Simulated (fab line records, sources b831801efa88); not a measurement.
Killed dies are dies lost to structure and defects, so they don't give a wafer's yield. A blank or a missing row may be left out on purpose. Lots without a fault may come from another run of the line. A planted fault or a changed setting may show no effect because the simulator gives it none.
Split-lot experiment | flow sky130 | 5 lots, 20 wafers read, on a route of 708 steps

THE SPLIT
At SKY_METAL5_SOFTBAKE_10 (time 60 s), the setting temp_c was moved away from the recipe's 90 C on 3 of the 20 wafers read, by -3.4% to -1.4%. The other wafers ran this setting at the recipe's value.

FROM THE SPLIT TO THE READING: what the file shows between them, 2 steps
- SKY_METAL5_EXPOSE_11: exposes mask MM5, target cd 1600 nm
- SKY_METAL5_PEB_12

THE READING
NOVOLAK_of_METAL5_COAT_09.thk_nm (the simulator's own value, which no gauge read), in nm, at SKY_METAL5_DEVELOP_13 (develop time 60 s). The file gives no usual value for it. The 17 wafers here that ran the recipe average 1799 nm, standard deviation 5.9 nm.

wafer  | tool, chamber at the split | temp_c as run, C | against the recipe | NOVOLAK_of_METAL5_COAT_09.thk_nm, nm | against lot-mates on the recipe
L076.1 | litho_track-04, 0          | 86.96            | -3.4%              | 1814                                 | +21
L076.2 | litho_track-04, 0          | 86.96            | -3.4%              | 1813                                 | +20
L076.4 | litho_track-04, 0          | 90               | recipe             | 1794                                 | -
L076.5 | litho_track-04, 0          | 90               | recipe             | 1793                                 | -
L076.6 | litho_track-04, 0          | 90               | recipe             | 1793                                 | -
L079.1 | litho_track-01, 0          | 90               | recipe             | 1812                                 | -
L079.3 | litho_track-01, 0          | 90               | recipe             | 1805                                 | -
L079.6 | litho_track-01, 0          | 90               | recipe             | 1805                                 | -
L079.4 | litho_track-01, 0          | 90               | recipe             | 1807                                 | -
L079.5 | litho_track-01, 0          | 90               | recipe             | 1806                                 | -
L080.2 | litho_track-04, 0          | 90               | recipe             | 1794                                 | -
L080.3 | litho_track-04, 0          | 90               | recipe             | 1798                                 | -
L080.4 | litho_track-04, 0          | 90               | recipe             | 1799                                 | -
L080.5 | litho_track-04, 0          | 90               | recipe             | 1792                                 | -
L080.6 | litho_track-04, 0          | 90               | recipe             | 1795                                 | -
L084.3 | litho_track-01, 0          | 90               | recipe             | 1798                                 | -
L084.4 | litho_track-01, 0          | 90               | recipe             | 1797                                 | -
L084.6 | litho_track-01, 0          | 90               | recipe             | 1793                                 | -
L083.4 | litho_track-03, 0          | 90               | recipe             | 1803                                 | -
L083.6 | litho_track-03, 0          | 88.73            | -1.4%              | 1808                                 | +5

THE FIT
A straight line over all 20 wafers: NOVOLAK_of_METAL5_COAT_09.thk_nm changes by -4.41 nm for each +1% of temp_c; r = -0.64; the points scatter about the line by 5.8 nm.
The same after taking each lot's own level away (the mean of its wafers on the recipe; 20 wafers): -5.81 nm for each +1%; r = -0.94; scatter 2.3 nm.
On that fit, the largest move of temp_c shifts the reading by 20 nm.
The lots' own levels span 1793.3 to 1807.0 nm, that is 2.3 times the standard deviation above.
So the lot-to-lot level blurs the effect unless lot-mates are compared.
Check: with one of the wafers moved furthest among these (-3.4%) left out of the fit, the line predicts +18.5 nm for it against its lot-mates. It came out at +20.7 nm against them.

OTHER SPLITS ON THESE WAFERS
These wafers also went through other splits before the reading. Each is held against what the fit with the lots' levels taken away leaves over:
other split on the same wafers     | wafers away from the commonest value | r with NOVOLAK_of_METAL5_COAT_09.thk_nm (lot level and that fit taken away)
SKY_CAPM_SPUTTER_02 power_w        | 5                                    | -0.20
SKY_VIA3_CMP_02 leave_above_ref_nm | 11                                   | +0.06
SKY_VIA3_EXPOSE_09 dose_mj         | 3                                    | +0.16
SKY_VIA3_CVD_21 pressure_torr      | 15                                   | +0.07
SKY_VIA4_HDPCVD_00 time_s          | 10                                   | +0.18
SKY_VIA4_DEVELOP_10 dev_temp_c     | 6                                    | +0.04

THE FILE'S OWN FIT
NOVOLAK_of_METAL5_COAT_09.thk_nm changes by -5.85 nm for each +1% of temp_c, r = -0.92.
